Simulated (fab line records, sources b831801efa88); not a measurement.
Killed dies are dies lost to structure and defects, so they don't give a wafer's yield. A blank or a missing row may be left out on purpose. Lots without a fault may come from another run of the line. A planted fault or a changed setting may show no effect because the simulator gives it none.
fab line records | flow sky130 | part 2 of 2: steps 27 to 37 of 37
record lots=5 wafers=15 last_day=50
route steps=708 shown LDD_N@250 LDD_P@255 LDD_HVN@267 LDD_HVP@278
lots that met no fault: from a run of the same line without faults
start_h: hours from the record's first day to the start of the lot's first wafer shown | wait_h: hours since the lot's step before | " the same as in the row above | L1.1+2: a row that stands for several wafers | - no value, or no start given | * or withheld: withheld | < > ~ a bound
route shown NAME@n: a module of which the file shows steps, and the number in the route of the first | usual: mean/standard deviation of fault-free wafers | same: alike in all rows | chamber/n: place in a boat | sites: the reading at each site | _std_site: their standard deviation | _edge_site: outer sites' mean less inner sites' | radius_mm: how far each site lies from the wafer's centre | mask NAME#n: copy n | behind: the tool/chamber that last shaped the wafer | hold: why the lot was held/for how many hours/how that ended | device: the transistor (n, p or np) that didn't switch | end of line: the same wafers' tests at the end of the route | a step without rows: its recipe alone | killed: dies lost to structure and defects at the first sort, not the wafer's yield | map: a wafer's dies, x killed, . not, _ none there
set.NAME: the setting as run; set.NAME@STEP: as run at that earlier step | model.NAME: the simulator's own value behind a step, which no gauge read
lots at some steps of the route; a table a step, a row a wafer
services: from which hour (start_h, from the record's first day; less than 0 if before it) a tool's chamber was out of use, for how many hours, and why
## steps
# step SKY_LDD_HVN_STRIP_09
# recipe chemistry=O2/N2 power_w=1400 pressure_mtorr=1500 platen_temp_c=withheld o2_flow_sccm=3000 n2_flow_sccm=300 overash_fraction=0.5
# usual drypump_motor_current_A=5.79/0.21 oes_product_au=0.409/0.0048 strip_time_to_endpoint_s=4.141/0.015
# columns lot.wafer tool chamber start_h wait_h drypump_motor_current_A oes_product_au rf_hours_counter_h strip_time_to_endpoint_s
L075.3 plasma_asher-03 0 475.63 0.1 6.22 0.415 - 4.148
L075.5 " 0 " " 6.21 0.404 - 4.161
L075.6 " 1 " " 5.76 0.409 - 4.141
L079.1 plasma_asher-04 1 511.96 0.1 5.88 0.413 8 4.152
L079.3 " 0 " " 5.57 0.408 - 4.124
L079.5 " 1 " " 5.90 0.406 - 4.126
L080.3 plasma_asher-01 0 523.89 0.1 5.63 0.408 - 4.099
L080.5 " 1 " " 5.65 0.413 - 4.110
L080.6 " 0 " " 5.63 0.401 - 4.114
L088.2 plasma_asher-04 0 591.66 0.1 5.55 0.409 16 4.159
L088.5 " 1 " " 5.89 0.408 - 4.166
L088.6 " 0 " " 5.58 0.409 - 4.131
L096.3 plasma_asher-03 0 653.63 0.1 6.16 0.403 - 4.136
L096.5 " 0 " " 6.16 0.402 - 4.135
L096.6 " 1 " " 5.78 0.406 - 4.145
# step SKY_LDD_HVN_TW_MEAS_10
# usual LDD_HVN_TW=1439/22
# columns lot.wafer tool chamber start_h wait_h LDD_HVN_TW
L075.3 film_metro-02 - 475.72 0.1 1407
L075.5 " - " " 1408
L075.6 " - " " 1403
L079.1 film_metro-01 - 512.06 0.1 1444
L079.3 " - " " 1434
L079.5 " - " " 1433
L080.3 film_metro-01 - 523.98 0.1 1437
L080.5 " - " " 1429
L080.6 " - " " 1435
L088.2 film_metro-01 - 591.77 0.1 1443
L088.5 " - " " 1426
L088.6 " - " " 1438
L096.3 film_metro-01 - 653.72 0.1 1436
L096.5 " - " " 1422
L096.6 " - " " 1440
# step SKY_LDD_HVP_DEHYDRATE_00
# recipe temp_c=200 time_s=60
# usual chill_plate_temp_C=23.01/0.1
# columns lot.wafer tool chamber start_h wait_h chill_plate_temp_C
L075.3 litho_track-01 0 490.56 14.8 22.94
L075.5 " 0 " " 22.92
L075.6 " 0 " " 23.05
L079.1 litho_track-01 0 526.56 14.5 23.04
L079.3 " 0 " " 23.02
L079.5 " 0 " " 22.92
L080.3 litho_track-04 0 538.13 14.1 23.00
L080.5 " 0 " " 23.07
L080.6 " 0 " " 23.07
L088.2 litho_track-04 0 605.65 13.9 23.04
L088.5 " 0 " " 23.01
L088.6 " 0 " " 23.21
L096.3 litho_track-02 0 667.29 13.6 22.92
L096.5 " 0 " " 22.93
L096.6 " 0 " " 23.08
# step SKY_LDD_HVP_HMDS_01
# recipe prime_time_s=60 prime_temp_c=120
# usual chill_plate_temp_C=22.99/0.11
# columns lot.wafer tool chamber start_h wait_h chill_plate_temp_C
L075.3 litho_track-01 0 490.71 0.1 22.88
L075.5 " 0 " " 22.92
L075.6 " 0 " " 22.83
L079.1 litho_track-01 0 526.71 0.1 22.99
L079.3 " 0 " " 22.96
L079.5 " 0 " " 22.90
L080.3 litho_track-04 0 538.28 0.1 22.98
L080.5 " 0 " " 23.02
L080.6 " 0 " " 23.03
L088.2 litho_track-04 0 605.80 0.1 23.11
L088.5 " 0 " " 23.00
L088.6 " 0 " " 23.04
L096.3 litho_track-02 0 667.44 0.1 22.97
L096.5 " 0 " " 22.84
L096.6 " 0 " " 22.89
# step SKY_LDD_HVP_COAT_02
# recipe resist=NOVOLAK spin_rpm=3000 resist_thk_nm=300
# usual chill_plate_temp_C=23.00/0.11
# columns lot.wafer tool chamber start_h wait_h chill_plate_temp_C
L075.3 litho_track-01 0 490.86 0.1 23.16
L075.5 " 0 " " 23.05
L075.6 " 0 " " 22.95
L079.1 litho_track-01 0 526.86 0.1 23.06
L079.3 " 0 " " 23.18
L079.5 " 0 " " 23.31
L080.3 litho_track-04 0 538.43 0.1 22.79
L080.5 " 0 " " 22.97
L080.6 " 0 " " 22.97
L088.2 litho_track-04 0 605.95 0.1 22.89
L088.5 " 0 " " 22.82
L088.6 " 0 " " 22.85
L096.3 litho_track-02 0 667.59 0.1 23.01
L096.5 " 0 " " 22.85
L096.6 " 0 " " 22.97
# step SKY_LDD_HVP_SOFTBAKE_03
# recipe temp_c=90 time_s=60 resist=NOVOLAK
# usual chill_plate_temp_C=23.00/0.12
# columns lot.wafer tool chamber start_h wait_h chill_plate_temp_C
L075.3 litho_track-01 0 491.01 0.1 23.12
L075.5 " 0 " " 23.15
L075.6 " 0 " " 23.02
L079.1 litho_track-01 0 527.01 0.1 22.98
L079.3 " 0 " " 23.05
L079.5 " 0 " " 23.09
L080.3 litho_track-04 0 538.58 0.1 23.00
L080.5 " 0 " " 22.95
L080.6 " 0 " " 23.03
L088.2 litho_track-04 0 606.10 0.1 22.92
L088.5 " 0 " " 22.75
L088.6 " 0 " " 22.92
L096.3 litho_track-02 0 667.74 0.1 23.06
L096.5 " 0 " " 23.07
L096.6 " 0 " " 23.04
# step SKY_LDD_HVP_EXPOSE_04
# recipe mask_id=HVPTM na=0.6 source_shape=conventional sigma_outer=0.6 polarization=unpolarized target_cd_nm=700 dose_mj=86
# usual focus_offset_nm=0.2/0.57 reticle_temp_C=23.02/0.11
# columns lot.wafer tool chamber start_h wait_h mask focus_offset_nm reticle_temp_C
L075.3 iline_stepper-02 0 - - HVPTM#0 -0.5 23.13
L075.5 " 0 " " HVPTM#0 -0.6 23.18
L075.6 " 0 " " HVPTM#0 -0.6 23.05
L079.1 iline_stepper-01 0 - - HVPTM#0 0.4 23.18
L079.3 " 0 " " HVPTM#0 -0.5 23.32
L079.5 " 0 " " HVPTM#0 -0.1 23.28
L080.3 iline_stepper-02 0 - - HVPTM#0 1.1 22.89
L080.5 " 0 " " HVPTM#0 0.3 23.03
L080.6 " 0 " " HVPTM#0 -0.4 23.02
L088.2 iline_stepper-01 0 - - HVPTM#0 0.6 23.10
L088.5 " 0 " " HVPTM#0 -0.4 22.99
L088.6 " 0 " " HVPTM#0 0.2 23.01
L096.3 iline_stepper-01 0 - - HVPTM#0 -0.7 22.91
L096.5 " 0 " " HVPTM#0 -0.6 22.84
L096.6 " 0 " " HVPTM#0 0.4 22.94
# step SKY_LDD_HVP_PEB_05
# recipe temp_c=withheld time_s=* resist=NOVOLAK
# usual chill_plate_temp_C=*
# columns lot.wafer tool chamber start_h wait_h chill_plate_temp_C
L075.3 litho_track-02 0 - - *
L075.5 " 0 " " *
L075.6 " 0 " " *
L079.1 litho_track-02 0 - - *
L079.3 " 0 " " *
L079.5 " 0 " " *
L080.3 litho_track-04 0 - - *
L080.5 " 0 " " *
L080.6 " 0 " " *
L088.2 litho_track-04 0 - - *
L088.5 " 0 " " *
L088.6 " 0 " " *
L096.3 litho_track-02 0 - - *
L096.5 " 0 " " *
L096.6 " 0 " " *
# step SKY_LDD_HVP_DEVELOP_06
# recipe resist=NOVOLAK developer=TMAH develop_time_s=60 dev_temp_c=23
# usual chill_plate_temp_C=23.04/0.087
# columns lot.wafer tool chamber start_h wait_h chill_plate_temp_C
L075.3 litho_track-02 0 506.44 0.1 22.92
L075.5 " 0 " " 22.98
L075.6 " 0 " " 22.92
L079.1 litho_track-02 0 542.34 0.1 23.08
L079.3 " 0 " " 23.19
L079.5 " 0 " " 23.15
L080.3 litho_track-04 0 552.53 0.1 23.06
L080.5 " 0 " " 23.07
L080.6 " 0 " " 23.21
L088.2 litho_track-04 0 621.00 0.1 23.15
L088.5 " 0 " " 23.15
L088.6 " 0 " " 23.01
L096.3 litho_track-02 0 681.89 0.1 22.99
L096.5 " 0 " " 22.98
L096.6 " 0 " " 22.98
# step SKY_LDD_HVP_OVL_MEAS_07
# usual LDD_HVP_OVL=0.9/1.5
# columns lot.wafer tool chamber start_h wait_h LDD_HVP_OVL[nm]
L075.3 overlay-01 - 506.55 0.1 0.7
L075.5 " - " " 1.4
L075.6 " - " " 0.5
L079.1 overlay-02 - 542.49 0.1 -2.2
L079.3 " - " " -1.7
L079.5 " - " " -2.0
L080.3 overlay-01 - 552.64 0.1 0.0
L080.5 " - " " 2.5
L080.6 " - " " 2.0
L088.2 overlay-02 - 621.13 0.1 0.9
L088.5 " - " " 2.9
L088.6 " - " " 1.6
L096.3 overlay-02 - 682.00 0.1 1.7
L096.5 " - " " 1.8
L096.6 " - " " 2.3
# step SKY_LDD_HVP_IMPLANT_08
# recipe species=B energy_kev=20 dose_cm2=1.7e+13 tilt_deg=17.9
# columns lot.wafer tool chamber start_h wait_h
L075.3+5+6 implanter-01 0 506.62 0.1
L079.1+3+5 implanter-01 0 542.52 0.0
L080.3+5+6 implanter-02 0 552.71 0.1
L088.2+5+6 implanter-02 0 621.19 0.0
L096.3+5+6 implanter-03 0 682.07 0.1
## services
# columns tool chamber start_h hours kind
implanter-02 - 390.62 0.9 repair
implanter-04 - 392.65 1.9 repair
iline_stepper-02 - 395.58 1.7 pm
iline_stepper-02 - 406.58 7.0 repair
plasma_asher-04 - 410.64 1.4 repair
implanter-01 - 418.72 1.8 repair
plasma_asher-04 - 421.25 9.0 pm
implanter-01 - 423.68 0.6 repair
implanter-01 - 424.36 8.8 repair
implanter-04 - 431.92 1.7 repair
plasma_asher-04 - 471.38 4.2 repair
implanter-02 - 475.25 3.1 pm
plasma_asher-01 - 495.52 5.9 repair
implanter-02 - 496.48 12.1 repair
implanter-03 - 505.64 2.6 repair
implanter-02 - 515.45 2.7 repair
implanter-02 - 521.22 17.0 repair
iline_stepper-01 - 529.28 6.0 repair
implanter-01 - 595.40 2.7 pm
iline_stepper-01 - 601.92 1.7 pm
implanter-02 - 635.15 2.2 repair
plasma_asher-01 - 658.80 6.4 repair
implanter-01 - 681.24 3.6 pm
implanter-04 - 681.96 5.8 pm
